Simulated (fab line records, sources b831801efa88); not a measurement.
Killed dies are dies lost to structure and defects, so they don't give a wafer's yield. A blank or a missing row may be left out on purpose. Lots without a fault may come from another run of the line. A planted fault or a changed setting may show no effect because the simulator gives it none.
fab line records | flow sky130
record lots=13 wafers=39 last_day=50
route steps=708 shown FIELD_ISO@3 VT_ADJUST_LVTN@116 LOCAL_INTERCONNECT@398 CONTACT@422
lots that met no fault: from a run of the same line without faults
start_h: hours from the record's first day to the start of the lot's first wafer shown | wait_h: hours since the lot's step before | " the same as in the row above | L1.1+2: a row that stands for several wafers | - no value, or no start given | * or withheld: withheld | < > ~ a bound
route shown NAME@n: a module of which the file shows steps, and the number in the route of the first | usual: mean/standard deviation of fault-free wafers | same: alike in all rows | chamber/n: place in a boat | sites: the reading at each site | _std_site: their standard deviation | _edge_site: outer sites' mean less inner sites' | radius_mm: how far each site lies from the wafer's centre | mask NAME#n: copy n | behind: the tool/chamber that last shaped the wafer | hold: why the lot was held/for how many hours/how that ended | device: the transistor (n, p or np) that didn't switch | end of line: the same wafers' tests at the end of the route | a step without rows: its recipe alone | killed: dies lost to structure and defects at the first sort, not the wafer's yield | map: a wafer's dies, x killed, . not, _ none there
set.NAME: the setting as run; set.NAME@STEP: as run at that earlier step | model.NAME: the simulator's own value behind a step, which no gauge read
steps of the route over a sample of lots; a table a step, a row a wafer
services: from which hour (start_h, from the record's first day; less than 0 if before it) a tool's chamber was out of use, for how many hours, and why
## steps
# step SKY_FIELD_ISO_THK_MEAS_02
# recipe reads=SiO2_of_FIELD_ISO_OXIDATION_01
# usual FIELD_ISO_OXIDATION_00_THK=11.84/0.24
# columns lot.wafer tool chamber start_h wait_h FIELD_ISO_OXIDATION_00_THK[nm]
L108.1 film_metro-04 - 12.00 0.0 11.23
L108.3 " - " " 11.39
L108.5 " - " " 11.35
L109.1 film_metro-04 - 17.06 0.0 11.65
L109.3 " - " " 11.87
L109.5 " - " " 11.79
L115.2 film_metro-03 - 46.64 0.0 11.81
L115.3 " - " " 11.84
L115.6 " - " " 11.55
L117.2 film_metro-03 - 59.44 0.0 12.15
L117.3 " - " " 12.62
L117.5 " - " " 12.43
L119.1 film_metro-03 - 67.89 0.0 11.70
L119.4 " - " " 11.66
L119.6 " - " " 11.52
L121.2 film_metro-03 - 77.75 0.0 11.81
L121.3 " - " " 12.02
L121.5 " - " " 11.79
L122.2 film_metro-04 - 84.07 0.0 12.29
L122.4 " - " " 12.04
L122.6 " - " " 11.88
L123.2 film_metro-01 - 91.36 0.0 11.98
L123.5 " - " " 12.02
L123.6 " - " " 11.99
L124.1 film_metro-04 - 95.43 0.0 11.90
L124.3 " - " " 11.65
L124.5 " - " " 11.53
L127.3 film_metro-03 - 110.32 0.1 12.25
L127.4 " - " " 11.92
L127.5 " - " " 11.87
L129.1 film_metro-03 - 117.81 0.0 11.73
L129.2 " - " " 11.76
L129.4 " - " " 11.84
L130.1 film_metro-01 - 121.63 0.0 12.12
L130.2 " - " " 12.22
L130.3 " - " " 12.09
L131.1 film_metro-04 - 126.63 0.0 11.79
L131.2 " - " " 11.61
L131.5 " - " " 11.59
# step SKY_VT_ADJUST_LVTN_IMPLANT_19
# recipe species=B energy_kev=30 dose_cm2=6.5e+11 tilt_deg=withheld
# columns lot.wafer tool chamber start_h wait_h
L108.1+3+5 implanter-03 0 155.51 0.0
L108.1+3+5 implanter-03 0 155.83 0.3
L109.1+3+5 implanter-01 0 161.10 0.0
L115.2+3+6 implanter-02 0 211.26 0.0
L115.2+3+6 implanter-02 0 211.58 0.3
L117.2+3+5 implanter-01 0 229.08 0.0
L117.2+3+5 implanter-02 0 229.39 0.3
L119.1+4+6 implanter-01 0 243.03 0.0
L121.2+3+5 implanter-01 0 261.09 0.0
L122.2+4+6 implanter-01 0 266.14 0.0
L124.1+3+5 implanter-02 0 270.48 0.0
L123.2+5+6 implanter-02 0 272.12 0.0
L127.3+4+5 implanter-02 0 292.65 0.1
L129.1+2+4 implanter-01 0 300.78 0.0
L130.1+2+3 implanter-03 0 309.36 0.0
L131.1+2+5 implanter-03 0 317.51 0.0
# step SKY_VT_ADJUST_LVTN_TW_MEAS_21
# usual VT_ADJUST_LVTN_2_TW=190/3.7
# columns lot.wafer tool chamber start_h wait_h VT_ADJUST_LVTN_2_TW
L108.1 film_metro-04 - 156.08 0.1 225
L108.3 " - " " 226
L108.5 " - " " 224
L109.1 film_metro-01 - 161.35 0.1 189
L109.3 " - " " 187
L109.5 " - " " 188
L115.2 film_metro-04 - 211.81 0.1 225
L115.3 " - " " 226
L115.6 " - " " 224
L117.2 film_metro-01 - 229.63 0.1 225
L117.3 " - " " 226
L117.5 " - " " 227
L119.1 film_metro-02 - 243.35 0.1 192
L119.4 " - " " 193
L119.6 " - " " 193
L121.2 film_metro-04 - 261.32 0.1 186
L121.3 " - " " 185
L121.5 " - " " 186
L122.2 film_metro-02 - 266.37 0.1 192
L122.4 " - " " 193
L122.6 " - " " 194
L124.1 film_metro-02 - 270.73 0.1 193
L124.3 " - " " 193
L124.5 " - " " 193
L123.2 film_metro-01 - 272.36 0.1 186
L123.5 " - " " 187
L123.6 " - " " 185
L127.3 film_metro-02 - 292.87 0.1 192
L127.4 " - " " 193
L127.5 " - " " 193
L129.1 film_metro-02 - 301.03 0.1 193
L129.2 " - " " 193
L129.4 " - " " 194
L130.1 film_metro-02 - 309.61 0.1 194
L130.2 " - " " 193
L130.3 " - " " 192
L131.1 film_metro-01 - 317.76 0.1 186
L131.2 " - " " 186
L131.5 " - " " 187
# step SKY_LOCAL_INTERCONNECT_CD_MEAS_11
# recipe target_cd_nm=170
# usual cd_nm=170.2/1.3
# columns lot.wafer tool chamber start_h wait_h cd_nm
L108.1 cd_sem-02 - 695.07 - 170.7
L108.3 " - " " 170.4
L108.5 " - " " 169.5
L109.1 cd_sem-01 - 696.82 - 170.9
L109.3 " - " " 171.3
L109.5 " - " " 172.6
L115.2 cd_sem-01 - 763.57 - 168.2
L115.3 " - " " 168.6
L115.6 " - " " 167.1
L117.2 cd_sem-01 - 781.62 - 169.1
L117.3 " - " " 169.6
L117.5 " - " " 169.7
L119.1 cd_sem-01 - 802.21 - 172.6
L119.4 " - " " 172.5
L119.6 " - " " 172.3
L121.2 cd_sem-01 - 818.58 - 168.6
L121.3 " - " " 167.9
L121.5 " - " " 168.1
L122.2 cd_sem-01 - 824.53 - 170.7
L122.4 " - " " 169.0
L122.6 " - " " 170.4
L124.1 cd_sem-01 - 830.61 - 168.9
L124.3 " - " " 169.4
L124.5 " - " " 169.0
L123.2 cd_sem-02 - 832.22 - 171.0
L123.5 " - " " 169.8
L123.6 " - " " 170.8
L127.3 cd_sem-01 - 851.20 - 170.0
L127.4 " - " " 170.8
L127.5 " - " " 171.5
L129.1 cd_sem-01 - 864.55 - 168.2
L129.2 " - " " 171.0
L129.4 " - " " 169.7
L130.1 cd_sem-02 - 865.85 - 169.4
L130.2 " - " " 171.2
L130.3 " - " " 169.1
L131.1 cd_sem-01 - 879.47 - 169.9
L131.2 " - " " 172.5
L131.5 " - " " 172.4
# step SKY_CONTACT_ETCH_16
# recipe chemistry=N2/H2 target=BARC ion_energy_ev=200 source_w=500 bias_w=100 pressure_mtorr=30 n2_flow_sccm=100 h2_flow_sccm=200 stop_on=SiO2 time_s=45.9 target_depth_a=600
# usual drypump_motor_current_A=5.7/0.39 h2_flow_sccm=200.0/0.53 oes_product_au=0.854/0.0052 throttle_valve_pct=13.223/0.011
# columns lot.wafer tool chamber start_h wait_h drypump_motor_current_A h2_flow_sccm oes_product_au rf_hours_counter_h throttle_valve_pct
L108.1 rie_diel-03 1 725.03 0.0 6.0 199.8 0.857 10 13.212
L108.3 " 0 " " 5.6 199.8 0.849 4 13.228
L108.5 " 2 " " 5.9 199.3 0.859 - 13.235
L109.1 rie_diel-04 2 726.62 0.0 6.4 199.9 0.858 15 13.215
L109.3 " 1 " " 5.0 199.8 0.854 7 13.248
L109.5 " 1 " " 5.0 200.1 0.864 - 13.230
L115.2 rie_diel-02 0 791.93 0.0 5.7 200.7 0.858 8 13.230
L115.3 " 2 " " 5.8 200.6 0.854 5 13.217
L115.6 " 0 " " 5.7 199.5 0.856 - 13.199
L117.2 rie_diel-04 1 809.93 0.0 5.0 199.9 0.849 9 13.222
L117.3 " 3 " " 5.6 200.5 0.851 18 13.235
L117.5 " 3 " " 5.6 200.5 0.861 - 13.222
L119.1 rie_diel-03 2 830.42 0.0 5.9 200.2 0.847 18 13.236
L119.4 " 1 " " 6.0 200.0 0.846 13 13.219
L119.6 " 0 " " 5.6 200.1 0.850 - 13.238
L121.2 rie_diel-02 3 846.02 0.0 5.0 199.5 0.860 1 13.210
L121.3 " 0 " " 5.7 200.0 0.866 10 13.232
L121.5 " 1 " " 5.5 200.1 0.854 - 13.233
L122.2 rie_diel-03 3 852.27 0.0 6.1 199.9 0.841 9 13.223
L122.4 " 2 " " 6.0 200.2 0.851 18 13.211
L122.6 " 3 " " 6.1 200.0 0.857 - 13.235
L124.1 rie_diel-02 3 858.77 0.0 5.0 199.6 0.849 2 13.233
L124.3 " 0 " " 5.7 200.1 0.862 10 13.236
L124.5 " 3 " " 5.0 200.5 0.859 - 13.214
L123.2 rie_diel-03 2 859.90 0.0 5.9 200.1 0.855 19 13.217
L123.5 " 1 " " 6.0 199.5 0.853 - 13.217
L123.6 " 2 " " 5.9 200.2 0.857 - 13.214
L127.3 rie_diel-02 2 878.37 0.0 5.8 200.0 0.855 8 13.233
L127.4 " 3 " " 5.0 200.5 0.854 2 13.222
L127.5 " 2 " " 5.8 200.1 0.857 - 13.216
L129.1 rie_diel-02 3 892.25 0.0 5.0 200.0 0.868 3 13.236
L129.2 " 1 " " 5.5 199.8 0.858 16 13.213
L129.4 " 2 " " 5.8 200.0 0.869 8 13.219
L130.1 rie_diel-02 0 895.65 0.0 5.7 200.0 0.859 11 13.223
L130.2 " 3 " " 5.0 200.2 0.852 3 13.209
L130.3 " 2 " " 5.8 199.6 0.851 9 13.217
L131.1 rie_diel-03 3 906.75 0.0 6.0 200.2 0.857 12 13.242
L131.2 " 0 " " 5.6 199.3 0.850 10 13.232
L131.5 " 0 " " 5.5 199.0 0.860 - 13.228
## services
# columns tool chamber start_h hours kind
implanter-01 - 154.73 5.8 repair
implanter-01 - 179.99 3.0 pm
rie_diel-02 0 195.58 15.9 repair
implanter-01 - 203.21 6.8 repair
rie_diel-02 1 212.52 1.3 repair
rie_diel-02 1 226.78 19.0 repair
implanter-01 - 229.32 6.1 repair
rie_diel-02 - 233.89 14.6 pm
implanter-02 - 261.43 6.0 repair
rie_diel-02 0 264.81 118.0 repair
rie_diel-02 2 273.08 5.7 repair
implanter-01 - 282.90 2.3 repair
implanter-02 - 300.10 3.1 pm
rie_diel-02 2 349.57 12.3 repair
rie_diel-02 2 374.76 8.0 repair
implanter-01 - 379.64 2.3 repair
rie_diel-02 0 383.35 13.7 repair
rie_diel-02 1 385.54 2.7 repair
implanter-02 - 387.43 0.9 repair
implanter-01 - 407.41 6.7 pm
rie_diel-02 3 407.98 3.7 repair
implanter-01 - 416.87 5.8 repair
implanter-01 - 457.06 10.0 repair
rie_diel-02 3 462.29 6.4 repair
## key
first_sign step=SKY_VT_ADJUST_LVTN_IMPLANT_19 reading=visit direction=added
effect step=SKY_VT_ADJUST_LVTN_TW_MEAS_21 reading=VT_ADJUST_LVTN_2_TW direction=up sigmas=9.8 usual=190 struck=225
met_at SKY_VT_ADJUST_LVTN_IMPLANT_19
struck_lots L108,L115,L117
tester_left_out L108,L115,L117
not_acting_at SKY_FIELD_ISO_THK_MEAS_02,SKY_LOCAL_INTERCONNECT_CD_MEAS_11,SKY_CONTACT_ETCH_16
fault kind=repeated_step_whole tool=implanter-01,implanter-02,implanter-03 chamber=- onset_h=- steps=SKY_VT_ADJUST_LVTN_IMPLANT_19 times=1 scope=struck_lots_only
# tester_left_out: of these lots the tester's yield and bins aren't shown, on N5 and GAA mostly nor the transistor test; their killed dies are dies lost to structure and defects alone, not to doping, threshold or leakage, so they don't give the yield
